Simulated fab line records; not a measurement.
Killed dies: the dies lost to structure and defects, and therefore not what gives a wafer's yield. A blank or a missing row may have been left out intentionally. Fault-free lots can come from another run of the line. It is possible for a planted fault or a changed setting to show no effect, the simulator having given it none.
2 desks looking at one fault | flow sky130 | only its own numbers are on each desk; what lay behind them is given at the end

## FROM THE METROLOGY DESK
What the gauges read, lot by lot, whatever tool the lot ran on: means of the sampled wafers that have a number. The brackets show how far a lot's mean lies from the usual mean; more than 4 standard deviations puts the lot out of limits, marked OUT.
Columns: A = METAL2_ALCU_THK at SKY_METAL2_THK_MEAS_06, usual 249.9 nm; B = cd_nm at SKY_METAL2_CD_MEAS_15, usual 140.1 nm; C = METAL2_OVL at SKY_METAL2_OVL_MEAS_16, usual -3 nm
lot  | first seen here | A     | B     | C
L505 | day 36 19:16    | 250.5 | 142.6 | -4
L506 | day 37 01:56    | 252.9 | 141.2 | -6
L513 | day 39 03:07    | 251.7 | 137.4 | 6
L516 | day 40 01:32    | 251.6 | 139.4 | -9
L518 | day 40 15:18    | 251.1 | 139.5 | -5
This desk's finding: nothing out of limits on any of the 5 lots.

## THE TOOL OWNER'S DESK: rie_metal-02
The tool's own readings at SKY_METAL2_ETCH_18 (etches BARC in N2/H2, stops on SiO2, time 45.9 s, target depth 60 nm): means of the sampled wafers that have a number, for each lot that ran on this tool. The brackets show how far a lot's mean lies from the usual mean; more than 4 standard deviations puts the lot out of limits, marked OUT.
Columns: A = drypump_motor_current_A at SKY_METAL2_ETCH_18, usual 5.7 A; B = h2_flow_sccm at SKY_METAL2_ETCH_18, usual 200.0 sccm; C = oes_product_au at SKY_METAL2_ETCH_18, usual 0.855 a.u.; D = throttle_valve_pct at SKY_METAL2_ETCH_18, usual 13.225 %
lot  | first seen here | A   | B     | C     | D
L506 | day 38 04:02    | 5.5 | 199.8 | 0.853 | 13.224
L513 | day 40 03:41    | 5.5 | 199.5 | 0.851 | 13.222
This desk's finding: nothing out of limits on any of the 2 lots.

## PUT TOGETHER
Nothing out of limits was seen by the metrology desk.
Nothing out of limits was seen by the tool owner's desk.

## WHAT HAD BEEN PUT IN BY THE SIMULATOR
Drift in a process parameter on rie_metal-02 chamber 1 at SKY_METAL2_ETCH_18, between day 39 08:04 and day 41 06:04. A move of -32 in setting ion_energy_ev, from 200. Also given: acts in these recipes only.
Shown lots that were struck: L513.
